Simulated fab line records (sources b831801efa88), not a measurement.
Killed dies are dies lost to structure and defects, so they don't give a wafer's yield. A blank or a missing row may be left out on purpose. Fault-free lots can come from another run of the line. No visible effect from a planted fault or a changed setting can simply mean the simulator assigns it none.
Problem report in the 8D (eight disciplines) form, filled by code ; flow sky130 ; the parts of the form that need people (team, actions taken, sign-off) are left out

## 1. WHAT IS WRONG
Mean SD_N_TW at SKY_SD_N_TW_MEAS_12: 30 over 6 wafers in 2 lots; fault-free wafers: 4002, standard deviation 37. That is -99 or more standard deviations from the usual mean.
Earliest sighting: wafer L441.2 on film-metro-04 at day 30 23:54. The record has a number at this step for 30 wafers belonging to 10 lots. Rule for "out" (also "out of limits"): further than 4 standard deviations from the usual mean. All remaining wafers that have a number are taken as sound.

## 2. WHAT IT IS, AND WHAT IT ISN'T
question;is;is not
which readings at this step;SD_N_TW;-
which lots;L441, L442;L432, L434, L436, L448, L449, L450, L451, L452
which wafers of those lots;all that have a number;-
read on which gauges;film-metro-04;film-metro-02, film-metro-03
when;from day 30 23:54;"up to then (9 sound wafers); but 15 sound wafers of L448, L449, L450, L451, L452 came after"

## 3. WHAT RULES OUT EACH SUSPECT
Counting: any tool at a process step up to the reading is kept as a suspect provided that every lot that is out went through it and no sound lot did after the first of them.
- the gauge at SKY_SD_N_TW_MEAS_12 is ruled out. All the wafers that are out were read on film-metro-04, but those of them that SKY_SD_N_STRIP_11 has rows for are out there too, on other tools.
- plasma-asher-02 at SKY_RES_XHIGH_STRIP_08 (strips in O2/N2): ruled out as a lasting fault. After its first lot that is out, L441 (day 29 19:44), sound lots L448, L449, L450 ran on it.
Left after counting: nothing in the record.

## 4. THE CAUSE (what the simulator had put in)
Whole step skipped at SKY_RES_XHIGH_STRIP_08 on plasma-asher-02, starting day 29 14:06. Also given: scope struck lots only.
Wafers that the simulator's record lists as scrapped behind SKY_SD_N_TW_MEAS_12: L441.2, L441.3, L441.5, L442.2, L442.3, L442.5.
The count ruled it out by mistake, since the rule takes a fault to strike every lot its tool runs from the start of the fault on, and this one did not do so.

## 5. THE CHAIN OF EFFECTS, in route order
Each row: a reading where the mean over the struck wafers with a number is more than 3 standard deviations away from the usual. Scope: only readings with a usual standard deviation given in the record; hours: median across lots of the time from each lot's start at the first step in this table that gives one to its start at this step; sigmas: change in usual standard deviations.
hours;step;reading;usual;on struck wafers;change;sigmas
0;SKY_SD_N_STRIP_11;oes-product-au;0.528 a.u.;0.617;+0.089;+19
0;SKY_SD_N_STRIP_11;strip-time-to-endpoint-s;22.54 s;39.44;+16.90;+99 or more
0;SKY_SD_N_TW_MEAS_12;SD_N_TW;4002;30;-3972;-99 or more
Its process steps:
- SKY_SD_N_STRIP_11: strips in O2/N2.
Readings that are blank on the struck wafers while sound wafers have them: chamber-pressure-mTorr at SKY_RES_XHIGH_STRIP_08; drypump-motor-current-A at SKY_RES_XHIGH_STRIP_08; oes-product-au at SKY_RES_XHIGH_STRIP_08; strip-time-to-endpoint-s at SKY_RES_XHIGH_STRIP_08.

## 6. WHAT WOULD HAVE CAUGHT IT SOONER
In this record the first reading out of limits at a measuring or inspecting step was taken at day 30 23:54, 34 hours after the fault began at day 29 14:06.
At SKY_RES_XHIGH_STRIP_08 the tool's readings are blank on the struck wafers, where sound wafers have them: an empty tool record is the first sign, and it was there at once.
